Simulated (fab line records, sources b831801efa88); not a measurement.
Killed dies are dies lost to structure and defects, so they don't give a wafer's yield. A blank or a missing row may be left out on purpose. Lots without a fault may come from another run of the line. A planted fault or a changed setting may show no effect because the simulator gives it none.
Which tool did it? | flow gf180mcu | 12 lots, 36 wafers sampled, at 6 steps of a route of 602

WHAT THE GAUGES READ, wafer by wafer
GF_STI_THK_MEAS_22.
lot  | measured    | on            | STI_OXIDATION_01_THK (nm)
L145 | day 2 03:44 | film_metro-01 | 14.97 14.88 14.93
L146 | day 2 09:31 | film_metro-04 | 14.97 15.20 15.15
L147 | day 2 13:43 | film_metro-01 | 15.14 15.30 15.15
L150 | day 3 06:37 | film_metro-04 | 14.73 15.01 14.73
L153 | day 3 21:10 | film_metro-01 | 15.01 15.07 15.06
L157 | day 4 17:06 | film_metro-01 | 15.05 15.05 14.79
L161 | day 5 13:42 | film_metro-04 | 15.00 14.92 14.93
L162 | day 6 00:33 | film_metro-01 | 15.46 15.42 15.35
L164 | day 6 10:32 | film_metro-04 | 14.65 14.99 14.79
L166 | day 6 20:22 | film_metro-01 | 15.27 15.28 15.17
L167 | day 6 21:30 | film_metro-04 | 15.51 15.47 15.27
L168 | day 7 02:40 | film_metro-04 | 15.16 15.42 15.43

GF_NWELL_TW_MEAS_11.
lot  | measured    | on            | NWELL_TW
L145 | day 3 07:52 | film_metro-03 | 1566 1556 1563
L146 | day 3 13:15 | film_metro-02 | 1550 1553 1553
L147 | day 3 17:52 | film_metro-01 | 1588 1581 1591
L150 | day 4 12:50 | film_metro-01 | 1479 1465 1472
L153 | day 5 05:12 | film_metro-02 | 1443 1450 1445
L157 | day 6 00:40 | film_metro-02 | 1561 1560 1563
L161 | day 7 04:10 | film_metro-02 | 1545 1550 1548
L162 | day 7 12:55 | film_metro-01 | 1591 1593 1585
L164 | day 7 20:34 | film_metro-01 | 1589 1599 1589
L166 | day 8 08:27 | film_metro-01 | 1587 1588 1587
L167 | day 8 09:04 | film_metro-01 | 1573 1589 1588
L168 | day 8 14:40 | film_metro-02 | 1550 1556 1548

GF_VT_IMPLANT_RS_MEAS_47: measures by four-point-probe.
lot  | measured     | on            | NWELL_RS (ohm/sq)
L145 | day 7 09:16  | film_metro-02 | 488.8 488.9 486.0
L146 | day 7 19:37  | film_metro-01 | 488.6 488.5 488.3
L147 | day 7 20:41  | film_metro-02 | 488.0 489.7 487.8
L150 | day 9 08:04  | film_metro-01 | 561.8 563.9 562.7
L153 | day 9 23:18  | film_metro-02 | 563.0 563.3 562.3
L157 | day 10 20:18 | film_metro-02 | 490.1 490.6 488.5
L161 | day 12 07:25 | film_metro-02 | 488.6 489.2 489.1
L162 | day 12 18:46 | film_metro-03 | 487.2 486.4 485.6
L164 | day 13 03:50 | film_metro-01 | 488.3 487.6 487.9
L166 | day 13 19:38 | film_metro-01 | 487.2 487.5 487.5
L167 | day 13 21:19 | film_metro-02 | 486.6 487.7 487.1
L168 | day 14 02:50 | film_metro-03 | 488.9 487.4 488.4

WHICH TOOL RAN EACH LOT (tool, then ch and the chambers of the sampled wafers, then the start)
lot  | GF_STI_PEB_10                               | GF_STI_ETCH_13                    | GF_NWELL_IMPLANT_08
L145 | litho_track-02 ch 0, day 2 02:00 or earlier | rie_diel-03 ch 1,2, day 2 02:00   | implanter-04 ch 0, day 3 07:29
L146 | litho_track-03 ch 0, day 2 07:26 or earlier | rie_diel-03 ch 0,2, day 2 07:26   | implanter-01 ch 0, day 3 12:52
L147 | litho_track-02 ch 0, day 2 11:36 or earlier | rie_diel-02 ch 0,1,3, day 2 11:36 | implanter-01 ch 0, day 3 17:28
L150 | litho_track-03 ch 0, day 3 04:05 or earlier | rie_diel-02 ch 1,2,3, day 3 04:05 | implanter-04 ch 0, day 4 12:29
L153 | litho_track-03 ch 0, day 3 19:23 or earlier | rie_diel-03 ch 0,1,2, day 3 19:23 | implanter-04 ch 0, day 5 04:48
L157 | litho_track-03 ch 0, day 4 15:20 or earlier | rie_diel-01 ch 0,1,3, day 4 15:20 | implanter-03 ch 0, day 6 00:17
L161 | litho_track-02 ch 0, day 5 11:51 or earlier | rie_diel-01 ch 0,1,2, day 5 11:51 | implanter-03 ch 0, day 7 03:47
L162 | litho_track-03 ch 0, day 5 18:17 or earlier | rie_diel-03 ch 0,1,2, day 5 18:17 | implanter-01 ch 0, day 7 12:31
L164 | litho_track-03 ch 0, day 6 08:47 or earlier | rie_diel-03 ch 0,2,3, day 6 08:47 | implanter-01 ch 0, day 7 20:05
L166 | litho_track-03 ch 0, day 6 18:38 or earlier | rie_diel-02 ch 1,2,3, day 6 18:38 | implanter-01 ch 0, day 8 08:01
L167 | litho_track-03 ch 0, day 6 18:59 or earlier | rie_diel-03 ch 1,2,3, day 6 18:59 | implanter-03 ch 0, day 8 08:40
L168 | litho_track-03 ch 0, day 7 00:29 or earlier | rie_diel-02 ch 0,1,2, day 7 00:29 | implanter-01 ch 0, day 8 14:16
- GF_STI_PEB_10: peb time 91.46 s.
- GF_STI_ETCH_13: etches the open film in CHF3/O2, stops on Si, target depth 282.31 nm, time 112.9 s.
- GF_NWELL_IMPLANT_08

WHAT THE TOOLS THEMSELVES READ (means of the sampled wafers that have a number; where no wafer has one, the mark that the record gives instead)
GF_STI_PEB_10.
lot  | tool           | heater_power_total_W (W) | plate_sensor_t_centre_C (C) | plate_sensor_t_edge_C (C)
L145 | litho_track-02 | 85.72                    | 136.14                      | 136.29
L146 | litho_track-03 | 85.56                    | 136.14                      | 136.29
L147 | litho_track-02 | 85.62                    | 136.14                      | 136.29
L150 | litho_track-03 | 85.55                    | 136.14                      | 136.30
L153 | litho_track-03 | 85.64                    | 136.13                      | 136.28
L157 | litho_track-03 | 85.51                    | 136.14                      | 136.30
L161 | litho_track-02 | 85.61                    | 136.13                      | 136.29
L162 | litho_track-03 | 85.51                    | 136.13                      | 136.29
L164 | litho_track-03 | 85.58                    | 136.13                      | 136.29
L166 | litho_track-03 | 85.51                    | 136.13                      | 136.29
L167 | litho_track-03 | 85.57                    | 136.13                      | 136.30
L168 | litho_track-03 | 85.58                    | 136.14                      | 136.30

GF_STI_ETCH_13.
lot  | tool        | drypump_motor_current_A (A) | oes_product_au (a.u.) | throttle_valve_pct (%)
L145 | rie_diel-03 | 5.9                         | 0.842                 | 8.820
L146 | rie_diel-03 | 6.0                         | 0.829                 | 8.810
L147 | rie_diel-02 | 5.5                         | 0.832                 | 8.814
L150 | rie_diel-02 | 5.3                         | 0.833                 | 8.817
L153 | rie_diel-03 | 6.0                         | 0.833                 | 8.804
L157 | rie_diel-01 | 5.5                         | 0.828                 | 8.798
L161 | rie_diel-01 | 5.7                         | 0.829                 | 8.809
L162 | rie_diel-03 | 6.0                         | 0.834                 | 8.809
L164 | rie_diel-03 | 5.9                         | 0.827                 | 8.801
L166 | rie_diel-02 | 5.4                         | 0.833                 | 8.808
L167 | rie_diel-03 | 5.9                         | 0.823                 | 8.813
L168 | rie_diel-02 | 5.2                         | 0.830                 | 8.812

GF_NWELL_IMPLANT_08.
lot  | tool         | beam_energy_keV | beam_on_s (s) | faraday_current_uA
L145 | implanter-04 | 450.01          | 10.08         | 84.0
L146 | implanter-01 | 450.07          | 9.98          | 84.6
L147 | implanter-01 | 449.97          | 10.05         | 84.0
L150 | implanter-04 | 450.12          | 7.69          | 109.7
L153 | implanter-04 | 450.09          | 7.72          | 109.6
L157 | implanter-03 | 449.95          | 9.94          | 85.1
L161 | implanter-03 | 449.90          | 9.93          | 85.2
L162 | implanter-01 | 450.21          | 10.01         | 84.5
L164 | implanter-01 | 449.98          | 9.86          | 85.9
L166 | implanter-01 | 450.01          | 10.12         | 83.7
L167 | implanter-03 | 450.02          | 10.18         | 83.0
L168 | implanter-01 | 449.99          | 9.95          | 85.1

THE ANSWER, worked out from the rows above alone
Rule: what is usual is taken from the lots themselves. Put in order of their means at a reading, lots are off if they are a third of the lots or fewer, leave a main group of 4 or more, and stand apart from it by a gap of 3 or more times the standard deviation of the main group's means; of several such gaps the widest counts. A main group whose means are all the same, to the digits that the tables above print for the reading, isn't used. A lot without any number at a reading at which 4 lots or more have one is off too. The other lots that the step has rows for count as sound. The gauges are gone through in route order, then the tools' own readings, and for those a lot's mean is taken as printed above. The first step at which some lot is off is used, and at that step the reading that is off furthest; a lot without a number counts as furthest.
Off: L150, L153, at GF_NWELL_TW_MEAS_11 (NWELL_TW). The main group: mean 1571, standard deviation 17.
A tool fits if, at a process step before that reading, it ran every lot that is off, and no sound lot after the first of them. The gauges at GF_NWELL_TW_MEAS_11 aren't tried: what is off there is off at GF_NWELL_IMPLANT_08 too, on other tools, and a gauge's error can't cause that. GF_STI_PEB_10 gives no start for some lots, so the hours and the order of its lots are those of GF_STI_ETCH_13. One fits: implanter-04 at GF_NWELL_IMPLANT_08. Its last sound lot is L145 (day 3 07:29), its first lot that is off L150 (day 4 12:29): a fault that began between those two fits.
The tool's own readings at GF_NWELL_IMPLANT_08 bear it out: on the lots that are off they differ by more than 5 times the standard deviation of the sound lots' means. beam_on_s reads 7.71 s there against 10.01 s on the sound lots; faraday_current_uA reads 109.7 there against 84.5 on the sound lots.

WHAT THE SIMULATOR HAD PUT IN
Process parameter drift: implanter-04, from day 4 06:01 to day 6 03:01, at GF_NWELL_IMPLANT_08. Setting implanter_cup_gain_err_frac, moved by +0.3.
Lots struck among those shown: L150, L153. The rule above found the same.
